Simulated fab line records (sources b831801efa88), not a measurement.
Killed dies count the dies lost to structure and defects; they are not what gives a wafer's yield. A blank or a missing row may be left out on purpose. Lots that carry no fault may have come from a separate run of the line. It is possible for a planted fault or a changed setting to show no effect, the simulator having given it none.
A lot that was struck, set against a sound lot || flow gf180mcu || 15 out of 602 route steps
Sound: these wafers, L681.1, L681.2, L681.3. Struck: wafers L685.1, L685.4, L685.6. Last of all comes the cause.
For every step that has rows: the tool of each side, followed by ch and its chambers, followed by its first start. Under that, the readings that differ: sound wafers || struck wafers || difference of the means || sigmas: that difference in standard deviations of wafers without a fault.
alike: a reading whose means differ by less than 2 such deviations, as well as words and numbers matching on both sides. not compared: withheld readings; readings where some wafer has no value; bounds like >300 that might hide an equal value; numbers whose values overlap and for which the record gives no deviation.
A row with sigmas, a row that says differs or no value, or rows on one side alone: a step with any of these is where the two part. Numbers that have no deviation but don't overlap get no sigmas and don't part them. A reading missing from all wafers of one side parts the sides only when that side holds two or more wafers.

first, 2 steps without rows for these wafers: GF_DNWELL_DEVELOP_06 (develop time 60 s); GF_DNWELL_IMPLANT_07.
GF_DNWELL_STRIP_08: strips in O2/N2.
  sound on plasma asher-04 ch 0,1, day 3 10:15; struck on plasma asher-04 ch 0,1, day 4 08:31
  alike: drypump motor current A, heater power w, oes product au, strip time to endpoint s
  not compared: rf hours counter h
GF_DNWELL_TW_MEAS_09:
  sound: film metro-03 at day 3 10:21; struck: film metro-04 at day 4 08:37
{"reading": "DNWELL_TW", "sound": "1375 1370 1375", "struck": "1334 1335 1332", "difference": -40, "sigmas": -2}
then, 7 steps without rows for these wafers: GF_NWELL_DEHYDRATE_00 (time 60 s); GF_NWELL_HMDS_01 (prime time 60 s); GF_NWELL_COAT_02 (resist thk 3000 nm); GF_NWELL_SOFTBAKE_03; GF_NWELL_EXPOSE_04 (exposes mask Nwell, target cd 860 nm); GF_NWELL_PEB_05; GF_NWELL_DEVELOP_06 (develop time 60 s).
GF_NWELL_OVL_MEAS_07:
  sound: overlay-02 at day 3 22:43; struck: overlay-02 at day 4 21:50
  alike: NWELL_OVL
GF_NWELL_IMPLANT_08:
  sound on implanter-04 ch 0, day 3 22:45; struck on implanter-04 ch 0, day 4 21:52
{"reading": "beam energy keV", "sound": "450.05 450.03 450.00", "struck": "437.15 437.04 437.16", "difference": -12.91, "sigmas": -92}
{"reading": "model.implant.drp nm (nm)", "sound": "123.9 123.9 123.9", "struck": "122.2 122.2 122.2", "difference": -1.7, "sigmas": ""}
then, 1 step without rows for these wafers: GF_NWELL_IMPLANT_09.
GF_PASSIVATION_PROBE_99:
  the record holds rows for the sound wafers here (prober-01, day 29 22:04) but none for the struck ones

== WHERE THEY PART ==
Last at GF_PASSIVATION_PROBE_99 as far as this record goes, first at GF_DNWELL_TW_MEAS_09.

WHY: the cause the simulator had injected
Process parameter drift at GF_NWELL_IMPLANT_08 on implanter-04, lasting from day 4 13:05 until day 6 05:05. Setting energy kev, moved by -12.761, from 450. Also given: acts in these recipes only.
